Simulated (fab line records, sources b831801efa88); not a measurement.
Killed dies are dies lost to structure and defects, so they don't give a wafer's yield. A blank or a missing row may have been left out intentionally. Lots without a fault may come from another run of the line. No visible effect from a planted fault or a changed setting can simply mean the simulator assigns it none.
What tool caused it? / flow sky130 / 11 lots with 33 wafers sampled at 3 steps, on a route of 708 steps

## WHAT THE GAUGES SHOWED, per wafer
SKY_METAL3_CD_MEAS_13 targets a cd of 300 nm. Usual: cdNm 300.3 nm, standard deviation 1.4.
lot=L217; measured=day 38 21:05; on=cdSem-02; cdNm (nm)=303.7 302.0 302.2; flag=
lot=L220; measured=day 39 07:15; on=cdSem-02; cdNm (nm)=300.6 299.9 299.7; flag=
lot=L221; measured=day 40 00:40; on=cdSem-02; cdNm (nm)=300.5 299.4 299.8; flag=
lot=L225; measured=day 40 23:10; on=cdSem-02; cdNm (nm)=299.7 301.9 299.8; flag=
lot=L230; measured=day 42 11:22; on=cdSem-01; cdNm (nm)=300.4 299.2 301.6; flag=
lot=L229; measured=day 42 12:43; on=cdSem-02; cdNm (nm)=300.3 299.2 298.2; flag=
lot=L232; measured=day 43 01:16; on=cdSem-01; cdNm (nm)=301.4 299.0 301.0; flag=
lot=L233; measured=day 43 06:26; on=cdSem-01; cdNm (nm)=298.3 300.2 299.0; flag=
lot=L238; measured=day 44 13:50; on=cdSem-02; cdNm (nm)=300.0 301.7 301.0; flag=
lot=L239; measured=day 44 21:37; on=cdSem-01; cdNm (nm)=302.5 302.1 303.9; flag=
lot=L240; measured=day 45 00:11; on=cdSem-01; cdNm (nm)=300.9 301.3 301.2; flag=

SKY_METAL3_OVL_MEAS_14. Usual: METAL3_OVL typically reads -3 nm, with standard deviation 6.1.
lot=L217; measured=day 38 21:11; on=overlay-02; METAL3_OVL (nm)=-2 3 -2; flag=
lot=L220; measured=day 39 07:21; on=overlay-02; METAL3_OVL (nm)=-1 -3 -12; flag=
lot=L221; measured=day 40 00:47; on=overlay-01; METAL3_OVL (nm)=-7 -12 -8; flag=
lot=L225; measured=day 40 23:16; on=overlay-02; METAL3_OVL (nm)=10 3 10; flag=
lot=L230; measured=day 42 11:29; on=overlay-01; METAL3_OVL (nm)=-3 -2 -1; flag=
lot=L229; measured=day 42 12:48; on=overlay-01; METAL3_OVL (nm)=-5 -6 -1; flag=
lot=L232; measured=day 43 01:23; on=overlay-01; METAL3_OVL (nm)=1 -5 -2; flag=
lot=L233; measured=day 43 06:32; on=overlay-02; METAL3_OVL (nm)=2 4 3; flag=
lot=L238; measured=day 44 13:57; on=overlay-02; METAL3_OVL (nm)=-6 0 -8; flag=
lot=L239; measured=day 44 21:42; on=overlay-01; METAL3_OVL (nm)=-7 -15 -12; flag=
lot=L240; measured=day 45 00:17; on=overlay-01; METAL3_OVL (nm)=-3 -6 -9; flag=

## WHICH TOOL RAN EACH LOT (tool, then ch and the chambers of the sampled wafers, then the start)
lot=L217; SKY_VIA1_STRIP_16=plasmaAsher-01 ch 0,1, day 34 07:39
lot=L220; SKY_VIA1_STRIP_16=plasmaAsher-03 ch 0,1, day 34 18:43
lot=L221; SKY_VIA1_STRIP_16=plasmaAsher-03 ch 0,1, day 35 13:16
lot=L225; SKY_VIA1_STRIP_16=plasmaAsher-03 ch 0,1, day 36 15:14
lot=L230; SKY_VIA1_STRIP_16=plasmaAsher-01 ch 0,1, day 38 03:42
lot=L229; SKY_VIA1_STRIP_16=plasmaAsher-01 ch 0,1, day 38 07:34
lot=L232; SKY_VIA1_STRIP_16=plasmaAsher-02 ch 0,1, day 38 20:12
lot=L233; SKY_VIA1_STRIP_16=plasmaAsher-01 ch 0,1, day 39 01:01
lot=L238; SKY_VIA1_STRIP_16=plasmaAsher-03 ch 0,1, day 40 11:52
lot=L239; SKY_VIA1_STRIP_16=plasmaAsher-03 ch 0,1, day 40 20:48
lot=L240; SKY_VIA1_STRIP_16=plasmaAsher-03 ch 0,1, day 40 22:24
- SKY_VIA1_STRIP_16: strips in O2/N2.

## AS READ BY THE TOOLS THEMSELVES (means over the sampled wafers that have a number; for cases with no such wafer, the mark the record gives instead)
SKY_VIA1_STRIP_16. Usual: drypumpMotorCurrentA 5.4 A, standard deviation 0.41; oesProductAu 0.416 a.u., standard deviation 0.0048; stripTimeToEndpointS 4.459 s, standard deviation 0.021.
lot=L217; tool=plasmaAsher-01; drypumpMotorCurrentA (A)=5.1; oesProductAu (a.u.)=0.413; stripTimeToEndpointS (s)=4.448; flag=
lot=L220; tool=plasmaAsher-03; drypumpMotorCurrentA (A)=5.8; oesProductAu (a.u.)=0.417; stripTimeToEndpointS (s)=4.458; flag=
lot=L221; tool=plasmaAsher-03; drypumpMotorCurrentA (A)=5.8; oesProductAu (a.u.)=0.414; stripTimeToEndpointS (s)=4.485; flag=
lot=L225; tool=plasmaAsher-03; drypumpMotorCurrentA (A)=5.6; oesProductAu (a.u.)=0.418; stripTimeToEndpointS (s)=4.466; flag=
lot=L230; tool=plasmaAsher-01; drypumpMotorCurrentA (A)=5.1; oesProductAu (a.u.)=0.413; stripTimeToEndpointS (s)=4.460; flag=
lot=L229; tool=plasmaAsher-01; drypumpMotorCurrentA (A)=5.0; oesProductAu (a.u.)=0.417; stripTimeToEndpointS (s)=4.468; flag=
lot=L232; tool=plasmaAsher-02; drypumpMotorCurrentA (A)=5.2; oesProductAu (a.u.)=0.415; stripTimeToEndpointS (s)=4.455; flag=
lot=L233; tool=plasmaAsher-01; drypumpMotorCurrentA (A)=5.0; oesProductAu (a.u.)=0.417; stripTimeToEndpointS (s)=4.446; flag=
lot=L238; tool=plasmaAsher-03; drypumpMotorCurrentA (A)=5.6; oesProductAu (a.u.)=0.416; stripTimeToEndpointS (s)=4.419; flag=
lot=L239; tool=plasmaAsher-03; drypumpMotorCurrentA (A)=5.5; oesProductAu (a.u.)=0.421; stripTimeToEndpointS (s)=4.481; flag=
lot=L240; tool=plasmaAsher-03; drypumpMotorCurrentA (A)=5.6; oesProductAu (a.u.)=0.421; stripTimeToEndpointS (s)=4.453; flag=

## THE ANSWER, worked out from the rows above alone
Rule: lot off if the mean of its wafers having a number is beyond 3 standard deviations from the usual mean. A lot without any number at a reading at which 4 lots or more have one is off too. Any other lot the step has rows for is counted as sound. Order of review: gauges by route order, followed by the tools' own readings, for which a lot's mean as printed above is used. At the first step where some lot is off, the reading lying furthest off is the one used; lots without a number count as furthest.
No lot is off on any of the readings shown, so nothing can be concluded from this.

## WHAT WAS PUT IN BY THE SIMULATOR
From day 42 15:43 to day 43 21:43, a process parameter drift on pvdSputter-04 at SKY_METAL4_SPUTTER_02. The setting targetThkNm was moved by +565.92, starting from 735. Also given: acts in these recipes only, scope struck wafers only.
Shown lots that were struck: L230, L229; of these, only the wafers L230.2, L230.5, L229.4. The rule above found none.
